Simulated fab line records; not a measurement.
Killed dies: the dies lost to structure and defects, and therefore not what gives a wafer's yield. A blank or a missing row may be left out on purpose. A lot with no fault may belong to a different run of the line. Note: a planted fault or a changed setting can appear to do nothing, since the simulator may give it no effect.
Chamber matching | flow gf180mcu | 4 sister chambers for GF_V1_CMP_04 on cmp-01
The step polishes SiO2. 36 wafers are shown with their chamber, then 12 later ones without.

== WAFERS, EACH WITH ITS CHAMBER ==
wafer  | chamber | motor-current-A (A) | time-to-endpoint-s (s)
L074.3 | 3       | 11.2                | 81
L074.4 | 0       | 12.7                | 81
L074.5 | 0       | 12.0                | 81
L074.1 | 2       | 13.5                | 88
L074.2 | 1       | 10.9                | 87
L074.6 | 1       | 10.5                | 90
L075.4 | 3       | 11.0                | 81
L075.5 | 1       | 10.5                | 80
L075.6 | 0       | 11.8                | 78
L076.1 | 0       | 12.8                | 73
L076.2 | 3       | 10.3                | 78
L076.4 | 2       | 13.9                | 83
L078.3 | 1       | 10.2                | 87
L078.4 | 3       | 10.6                | 83
L078.6 | 3       | 10.7                | 85
L079.1 | 1       | 11.0                | 82
L079.4 | 0       | 11.6                | 78
L079.5 | 3       | 11.2                | 89
L081.2 | 0       | 12.8                | 78
L081.4 | 2       | 13.8                | 86
L081.5 | 3       | 11.4                | 89
L082.1 | 1       | 10.7                | 85
L082.2 | 2       | 13.7                | 73
L082.5 | 0       | 12.6                | 77
L083.1 | 0       | 12.2                | 73
L083.2 | 3       | 10.9                | 76
L083.3 | 1       | 10.3                | 83
L083.4 | 2       | 14.8                | 83
L083.5 | 3       | 11.2                | 84
L083.6 | 0       | 11.8                | 80
L085.2 | 2       | 13.6                | 79
L085.4 | 1       | 11.4                | 80
L085.6 | 2       | 13.6                | 80
L086.2 | 3       | 10.6                | 75
L086.3 | 2       | 13.1                | 80
L086.4 | 1       | 10.5                | 90

SIGNATURES, as means of the wafers listed above
reading            | chamber 0 | chamber 1 | chamber 2 | chamber 3 | scatter within a chamber
motor-current-A    | 12.256    | 10.667    | 13.750    | 10.910    | 0.423
time-to-endpoint-s | 77.67     | 84.89     | 81.50     | 82.10     | 4.18
Rule: a wafer lies at a distance from a chamber equal to the root of the sum of squares, over the readings, of (its reading less the chamber's mean, divided by the reading's scatter). The wafer belongs to the nearest chamber; if the next one is less than 2 further off, it can't be placed. How the scatter is found: for the shown wafers, subtract from each reading the mean of its chamber, square and add these, divide the total by (wafers less chambers), then take the root.

== WAFERS WITHOUT THEIR CHAMBER ==
wafer  | motor-current-A (A) | time-to-endpoint-s (s)
L089.3 | 10.6                | 90
L089.4 | 13.6                | 86
L089.5 | 13.4                | 85
L089.1 | 12.3                | 74
L089.2 | 10.5                | 74
L089.6 | 10.5                | 88
L095.1 | 11.3                | 78
L095.3 | 14.3                | 80
L095.6 | 10.7                | 84
L095.2 | 12.7                | 74
L095.4 | 10.5                | 85
L095.5 | 13.3                | 86

== WHICH CHAMBER EACH WENT THROUGH ==
wafer  | from the rows above          | in truth
L089.3 | can't be placed: 1 or 3      | 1
L089.4 | 2                            | 2
L089.5 | 2                            | 2
L089.1 | 0                            | 0
L089.2 | can't be placed: 3 or 1      | 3
L089.6 | can't be placed: 1 or 3      | 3
L095.1 | can't be placed: 3 or 1 or 0 | 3
L095.3 | 2                            | 2
L095.6 | can't be placed: 1 or 3      | 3
L095.2 | can't be placed: 0 or 2      | 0
L095.4 | can't be placed: 1 or 3      | 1
L095.5 | can't be placed: 2 or 0      | 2
Placed correctly: 4 of 12. These rows do not allow placing 8 (true chamber among the candidates in 8). 0 placed wrongly.
